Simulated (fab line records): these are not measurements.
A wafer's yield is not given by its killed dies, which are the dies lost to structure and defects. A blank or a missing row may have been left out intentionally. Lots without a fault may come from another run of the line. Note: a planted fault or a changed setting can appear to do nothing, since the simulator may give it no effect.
Chamber matching :: flow sfq-line :: SFQ_TRILAYER_I3_VIA_ETCH_VIA_ETCH_088 on rie-diel-03 has 4 sister chambers
The step etches SiO2 in CHF3, stops on Nb, target depth 260 nm. 14 wafers are shown with their chamber, then 7 later ones without.

## EACH WAFER AND ITS CHAMBER
wafer: L157.1
chamber: 1
rf-fwd-power-W (W): 498.9
oes-product-au (a.u.): 0.847
chamber-pressure-mTorr (mTorr): 30.014

wafer: L157.2
chamber: 0
rf-fwd-power-W (W): 499.4
oes-product-au (a.u.): 0.850
chamber-pressure-mTorr (mTorr): 29.955

wafer: L157.5
chamber: 2
rf-fwd-power-W (W): 497.5
oes-product-au (a.u.): 0.859
chamber-pressure-mTorr (mTorr): 30.008

wafer: L169.1
chamber: 3
rf-fwd-power-W (W): 496.4
oes-product-au (a.u.): 0.860
chamber-pressure-mTorr (mTorr): 29.977

wafer: L169.3
chamber: 1
rf-fwd-power-W (W): 497.4
oes-product-au (a.u.): 0.856
chamber-pressure-mTorr (mTorr): 29.991

wafer: L169.4
chamber: 2
rf-fwd-power-W (W): 500.5
oes-product-au (a.u.): 0.856
chamber-pressure-mTorr (mTorr): 29.960

wafer: L170.3
chamber: 1
rf-fwd-power-W (W): 498.5
oes-product-au (a.u.): 0.849
chamber-pressure-mTorr (mTorr): 30.020

wafer: L170.4
chamber: 0
rf-fwd-power-W (W): 497.1
oes-product-au (a.u.): 0.853
chamber-pressure-mTorr (mTorr): 30.008

wafer: L170.5
chamber: 2
rf-fwd-power-W (W): 498.0
oes-product-au (a.u.): 0.858
chamber-pressure-mTorr (mTorr): 29.947

wafer: L171.2
chamber: 1
rf-fwd-power-W (W): 499.6
oes-product-au (a.u.): 0.860
chamber-pressure-mTorr (mTorr): 30.028

wafer: L171.4
chamber: 0
rf-fwd-power-W (W): 500.0
oes-product-au (a.u.): 0.854
chamber-pressure-mTorr (mTorr): 29.998

wafer: L171.5
chamber: 2
rf-fwd-power-W (W): 497.3
oes-product-au (a.u.): 0.857
chamber-pressure-mTorr (mTorr): 30.028

wafer: L173.1
chamber: 2
rf-fwd-power-W (W): 497.1
oes-product-au (a.u.): 0.856
chamber-pressure-mTorr (mTorr): 29.976

wafer: L173.5
chamber: 3
rf-fwd-power-W (W): 498.1
oes-product-au (a.u.): 0.850
chamber-pressure-mTorr (mTorr): 30.014

SIGNATURES (averages over the wafers above)
reading: rf-fwd-power-W
chamber 0: 498.833
chamber 1: 498.600
chamber 2: 498.080
chamber 3: 497.250
scatter within a chamber: 1.28

reading: oes-product-au
chamber 0: 0.85233
chamber 1: 0.85300
chamber 2: 0.85720
chamber 3: 0.85500
scatter within a chamber: 0.00419

reading: chamber-pressure-mTorr
chamber 0: 29.98700
chamber 1: 30.01325
chamber 2: 29.98380
chamber 3: 29.99550
scatter within a chamber: 0.0275
Rule: distance of a wafer from a chamber = root of the sum over the readings of ((wafer's reading minus chamber's mean) / reading's scatter) squared. The wafer belongs to the nearest chamber; if the next one is less than 2 further off, it can't be placed. The scatter is the square root of a quotient: the sum, over the shown wafers, of each reading's squared deviation from its chamber's mean, divided by wafers minus chambers.

## WAFERS MISSING THEIR CHAMBER
wafer: L173.6
rf-fwd-power-W (W): 496.5
oes-product-au (a.u.): 0.848
chamber-pressure-mTorr (mTorr): 30.008

wafer: L176.1
rf-fwd-power-W (W): 493.5
oes-product-au (a.u.): 0.869
chamber-pressure-mTorr (mTorr): 30.040

wafer: L176.5
rf-fwd-power-W (W): 494.3
oes-product-au (a.u.): 0.857
chamber-pressure-mTorr (mTorr): 29.943

wafer: L176.6
rf-fwd-power-W (W): 500.4
oes-product-au (a.u.): 0.852
chamber-pressure-mTorr (mTorr): 29.979

wafer: L180.2
rf-fwd-power-W (W): 497.1
oes-product-au (a.u.): 0.864
chamber-pressure-mTorr (mTorr): 29.970

wafer: L180.3
rf-fwd-power-W (W): 499.1
oes-product-au (a.u.): 0.850
chamber-pressure-mTorr (mTorr): 30.029

wafer: L180.4
rf-fwd-power-W (W): 497.0
oes-product-au (a.u.): 0.851
chamber-pressure-mTorr (mTorr): 30.012

## WHICH CHAMBER EACH WENT THROUGH
wafer: L173.6
from the rows above: can't be placed: 3 or 1 or 0 or 2
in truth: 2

wafer: L176.1
from the rows above: can't be placed: 3 or 2 or 1 or 0
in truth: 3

wafer: L176.5
from the rows above: can't be placed: 3 or 2 or 0 or 1
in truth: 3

wafer: L176.6
from the rows above: can't be placed: 0 or 1 or 2 or 3
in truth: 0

wafer: L180.2
from the rows above: can't be placed: 2 or 3 or 0 or 1
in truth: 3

wafer: L180.3
from the rows above: can't be placed: 1 or 0 or 3 or 2
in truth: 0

wafer: L180.4
from the rows above: can't be placed: 3 or 1 or 0 or 2
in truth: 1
Correct placement for 0 of the 7. These rows do not allow placing 7 (true chamber among the candidates in 7). Placed wrongly: 0.
